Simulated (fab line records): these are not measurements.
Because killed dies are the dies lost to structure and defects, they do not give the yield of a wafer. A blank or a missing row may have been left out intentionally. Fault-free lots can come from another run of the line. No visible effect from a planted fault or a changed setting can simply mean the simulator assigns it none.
Matching of chambers / flow gf180mcu / GF_V2_CMP_04 on cmp-01: 4 sister chambers
The step polishes SiO2. 14 wafers are shown with their chamber, then 7 later ones without.

== EACH WAFER AND ITS CHAMBER ==
wafer=L240.1; chamber=2; motor_current_A (A)=10.8; time_to_endpoint_s (s)=69
wafer=L240.2; chamber=3; motor_current_A (A)=10.7; time_to_endpoint_s (s)=75
wafer=L240.3; chamber=1; motor_current_A (A)=12.1; time_to_endpoint_s (s)=72
wafer=L242.2; chamber=3; motor_current_A (A)=11.0; time_to_endpoint_s (s)=68
wafer=L242.4; chamber=0; motor_current_A (A)=13.2; time_to_endpoint_s (s)=75
wafer=L242.5; chamber=1; motor_current_A (A)=12.7; time_to_endpoint_s (s)=71
wafer=L244.2; chamber=1; motor_current_A (A)=11.9; time_to_endpoint_s (s)=69
wafer=L244.3; chamber=3; motor_current_A (A)=10.5; time_to_endpoint_s (s)=70
wafer=L244.6; chamber=2; motor_current_A (A)=10.7; time_to_endpoint_s (s)=70
wafer=L245.2; chamber=0; motor_current_A (A)=12.4; time_to_endpoint_s (s)=73
wafer=L245.5; chamber=3; motor_current_A (A)=10.5; time_to_endpoint_s (s)=78
wafer=L245.6; chamber=0; motor_current_A (A)=12.8; time_to_endpoint_s (s)=78
wafer=L247.1; chamber=2; motor_current_A (A)=11.1; time_to_endpoint_s (s)=65
wafer=L247.3; chamber=1; motor_current_A (A)=12.4; time_to_endpoint_s (s)=71

SIGNATURES, as means of the wafers listed above
reading=motor_current_A; chamber 0=12.800; chamber 1=12.275; chamber 2=10.867; chamber 3=10.675; scatter within a chamber=0.307
reading=time_to_endpoint_s; chamber 0=75.33; chamber 1=70.75; chamber 2=68.00; chamber 3=72.75; scatter within a chamber=3.07
Rule: for each reading, subtract the chamber's mean from the wafer's reading, divide by that reading's scatter and square the result; add these up over the readings and take the root, which gives the wafer's distance from the chamber. The wafer belongs to the nearest chamber; if the next one is less than 2 further off, it can't be placed. The scatter: the root of (the sum of the squares of (reading less its chamber's mean) over the shown wafers, divided by (wafers less chambers)).

== WAFERS WITH NO CHAMBER GIVEN ==
wafer=L247.5; motor_current_A (A)=10.9; time_to_endpoint_s (s)=78
wafer=L251.1; motor_current_A (A)=12.0; time_to_endpoint_s (s)=76
wafer=L251.2; motor_current_A (A)=10.4; time_to_endpoint_s (s)=77
wafer=L251.6; motor_current_A (A)=10.5; time_to_endpoint_s (s)=73
wafer=L263.2; motor_current_A (A)=10.0; time_to_endpoint_s (s)=83
wafer=L263.4; motor_current_A (A)=12.6; time_to_endpoint_s (s)=91
wafer=L263.6; motor_current_A (A)=10.5; time_to_endpoint_s (s)=80

== WHICH CHAMBER EACH WENT THROUGH ==
wafer=L247.5; from the rows above=can't be placed: 3 or 2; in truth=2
wafer=L251.1; from the rows above=can't be placed: 1 or 0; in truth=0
wafer=L251.2; from the rows above=can't be placed: 3 or 2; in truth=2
wafer=L251.6; from the rows above=can't be placed: 3 or 2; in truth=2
wafer=L263.2; from the rows above=can't be placed: 3 or 2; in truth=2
wafer=L263.4; from the rows above=can't be placed: 0 or 1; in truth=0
wafer=L263.6; from the rows above=can't be placed: 3 or 2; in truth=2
Correctly placed: 0 of 7. Can't be placed from these rows: 7 (the true chamber is among the candidates in 7). 0 placed wrongly.
